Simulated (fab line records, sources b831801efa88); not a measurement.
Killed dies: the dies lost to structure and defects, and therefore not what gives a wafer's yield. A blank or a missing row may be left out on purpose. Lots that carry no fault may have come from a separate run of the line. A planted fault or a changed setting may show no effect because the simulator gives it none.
Which tool did it? || flow sky130 || 21 wafers sampled from 7 lots at 1 step of a route of 708

== WHAT THE GAUGES READ, wafer by wafer ==
SKY_VIA3_OVL_MEAS_13.
{"lot": "L802", "measured": "day 40 05:29", "on": "overlay-02", "VIA3_OVL (nm)": "-1 5 6"}
{"lot": "L806", "measured": "day 41 09:41", "on": "overlay-01", "VIA3_OVL (nm)": "3 -6 1"}
{"lot": "L808", "measured": "day 42 08:31", "on": "overlay-01", "VIA3_OVL (nm)": "-5 1 8"}
{"lot": "L810", "measured": "day 42 18:20", "on": "overlay-02", "VIA3_OVL (nm)": "3 -4 -8"}
{"lot": "L813", "measured": "day 43 11:23", "on": "overlay-02", "VIA3_OVL (nm)": "-3 -4 1"}
{"lot": "L815", "measured": "day 44 04:50", "on": "overlay-02", "VIA3_OVL (nm)": "1 -2 -3"}
{"lot": "L819", "measured": "day 45 02:47", "on": "overlay-02", "VIA3_OVL (nm)": "-3 0 1"}

== EACH LOT AND THE TOOL THAT RAN IT (in order: tool; ch and the chambers of the sampled wafers; start) ==
The record shows no process step preceding these readings.

== THE ANSWER, worked out from the rows above alone ==
Rule: what is usual is taken from the lots themselves. Put in order of their means at a reading, lots are off if they are a third of the lots or fewer, leave a main group of 4 or more, and stand apart from it by a gap of 3 or more times the standard deviation of the main group's means; of several such gaps the widest counts. The tables above print the reading to a certain number of digits; a main group whose means all agree to those digits is not used. Also off: a lot with no number at a reading for which 4 or more lots have one. All remaining lots with rows at the step are treated as sound.
None of the lots is off at any reading shown; this tells nothing.

== WHAT THE SIMULATOR HAD PUT IN ==
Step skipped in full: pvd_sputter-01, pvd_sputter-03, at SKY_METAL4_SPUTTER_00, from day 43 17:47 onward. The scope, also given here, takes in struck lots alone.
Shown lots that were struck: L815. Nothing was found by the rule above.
